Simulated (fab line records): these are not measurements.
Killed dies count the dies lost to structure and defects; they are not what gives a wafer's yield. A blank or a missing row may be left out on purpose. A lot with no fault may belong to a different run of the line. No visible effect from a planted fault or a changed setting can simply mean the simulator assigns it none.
Matching of chambers	flow sky130	cmp-01 running SKY_VIA3_CMP_24: 4 sister chambers
The step polishes, stops on SiO2, t overpolish 20 s, target thk 0 nm. 16 wafers are shown with their chamber, then 8 later ones without.

## WAFERS, EACH WITH ITS CHAMBER
wafer	chamber	motor current A (A)	platen rpm (rpm)	slurry filter dp kPa (kPa)
L878.1	0	11.9	59.99	13.52
L878.4	2	10.6	60.05	13.50
L878.6	3	8.7	59.98	13.45
L879.4	1	11.2	59.94	13.70
L879.5	1	11.3	59.95	13.53
L879.6	0	11.1	60.00	13.64
L881.1	2	9.6	60.05	13.38
L881.4	3	9.5	59.97	13.23
L881.6	2	9.7	60.04	13.44
L882.1	0	11.8	59.97	13.45
L882.2	2	9.8	60.00	13.48
L882.4	3	9.4	60.05	13.39
L884.1	2	10.1	60.00	13.44
L884.2	3	9.6	59.96	13.50
L884.3	0	11.5	60.01	13.28
L885.2	1	11.7	60.00	13.45

SIGNATURES, as means of the wafers listed above
reading	chamber 0	chamber 1	chamber 2	chamber 3	scatter within a chamber
motor current A	11.575	11.400	9.960	9.300	0.374
platen rpm	59.9925	59.9633	60.0280	59.9900	0.0298
slurry filter dp kPa	13.4725	13.5600	13.4480	13.3925	0.112
Rule: for a wafer and a chamber, the distance is found by dividing, reading by reading, the gap between the wafer's reading and the chamber's mean by the reading's scatter, squaring, summing and taking the root. The wafer belongs to the nearest chamber; if the next one is less than 2 further off, it can't be placed. The scatter: take each reading less its chamber's mean, square it, sum over the shown wafers, divide by the number of wafers less the number of chambers, and take the root.

## WAFERS WITHOUT THEIR CHAMBER
wafer	motor current A (A)	platen rpm (rpm)	slurry filter dp kPa (kPa)
L885.3	9.9	59.96	13.36
L885.5	12.3	60.04	13.52
L892.1	10.1	59.96	13.67
L892.2	11.8	59.95	13.52
L892.4	11.6	59.99	13.59
L896.3	11.3	60.08	13.37
L896.4	9.8	60.06	13.19
L896.6	10.4	59.98	13.45

## THE CHAMBER EACH PASSED THROUGH
wafer	from the rows above	in truth
L885.3	can't be placed: 3 or 2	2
L885.5	can't be placed: 0 or 1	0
L892.1	can't be placed: 2 or 3 or 1 or 0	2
L892.2	can't be placed: 1 or 0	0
L892.4	can't be placed: 0 or 1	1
L896.3	can't be placed: 0 or 2 or 1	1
L896.4	can't be placed: 2 or 3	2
L896.6	can't be placed: 2 or 1 or 3 or 0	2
Correct placement for 0 of the 8. Unplaceable from these rows: 8, with the true chamber sitting among the candidates in 8. Number placed wrongly: 0.
